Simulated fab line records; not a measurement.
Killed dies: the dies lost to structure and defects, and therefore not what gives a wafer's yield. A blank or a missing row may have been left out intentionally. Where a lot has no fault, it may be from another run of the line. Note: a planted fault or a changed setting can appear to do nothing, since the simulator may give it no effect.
Which of the tools did it? :: flow gf180mcu :: 7 lots, 21 wafers sampled, at 2 steps of a route of 602

WHAT THE GAUGES SHOWED, per wafer
GF_MVSD_OVL_MEAS_07.
lot: L544
measured: day 4 14:29
on: overlay-01
MVSD_OVL (nm): -0.1 0.8 0.8

lot: L546
measured: day 5 03:16
on: overlay-01
MVSD_OVL (nm): 2.7 2.5 2.3

lot: L553
measured: day 6 22:13
on: overlay-01
MVSD_OVL (nm): -130.4 -132.1 -129.3 -133.1 -134.5 -132.7

lot: L557
measured: day 7 20:01
on: overlay-02
MVSD_OVL (nm): -132.0 -132.1 -132.6 -134.5 -134.5 -135.1

lot: L561
measured: day 8 17:25
on: overlay-01
MVSD_OVL (nm): 1.7 2.1 4.3

lot: L563
measured: day 9 04:22
on: overlay-02
MVSD_OVL (nm): 1.1 1.3 1.7

lot: L565
measured: day 9 15:25
on: overlay-02
MVSD_OVL (nm): 3.7 1.2 1.4

WHAT TOOL EACH LOT RAN ON (gives the tool, then ch and the chambers of the sampled wafers, and finally the start)
lot: L544
GF_MVSD_EXPOSE_04: iline-stepper-02 ch 0, day 4 07:35

lot: L546
GF_MVSD_EXPOSE_04: iline-stepper-01 ch 0, day 4 20:55

lot: L553
GF_MVSD_EXPOSE_04: iline-stepper-02 ch 0, day 6 14:48

lot: L557
GF_MVSD_EXPOSE_04: iline-stepper-02 ch 0, day 7 12:38

lot: L561
GF_MVSD_EXPOSE_04: iline-stepper-01 ch 0, day 8 09:38

lot: L563
GF_MVSD_EXPOSE_04: iline-stepper-01 ch 0, day 8 21:04

lot: L565
GF_MVSD_EXPOSE_04: iline-stepper-01 ch 0, day 9 06:40
- GF_MVSD_EXPOSE_04: exposes mask MVSD, target cd 1000 nm.

THE ANSWER, worked out from the rows above alone
Rule: usual is defined by the lots themselves. Put in order of their means at a reading, lots are off if they are a third of the lots or fewer, leave a main group of 4 or more, and stand apart from it by a gap of 3 or more times the standard deviation of the main group's means; of several such gaps the widest counts. Not used: any main group whose means are identical at the precision the tables above print for the reading. A lot without any number at a reading at which 4 lots or more have one is off too. Where the step has rows for the other lots, those lots are counted as sound.
Off: at GF_MVSD_OVL_MEAS_07 (MVSD_OVL), L553, L557. The main group has a mean of 1.8 nm with a standard deviation of 0.81.
A tool fits if, at a process step before that reading, it ran every lot that is off, and no sound lot after the first of them. Gauges at GF_MVSD_OVL_MEAS_07: tried the same way as those tools. One candidate fits, namely iline-stepper-02 at GF_MVSD_EXPOSE_04. A fault onset in the window from L544 (day 4 07:35, its last sound lot) to L553 (day 6 14:48, its first lot off) fits.

WHAT HAD BEEN PUT IN BY THE SIMULATOR
Scanner matching overlay: iline-stepper-02, from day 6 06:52 on, at GF_MVSD_EXPOSE_04. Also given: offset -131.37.
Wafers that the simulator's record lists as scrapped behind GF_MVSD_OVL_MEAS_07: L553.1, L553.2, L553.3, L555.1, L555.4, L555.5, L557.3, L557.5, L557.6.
Lots struck among those shown: L553, L557. Same finding as the rule above.
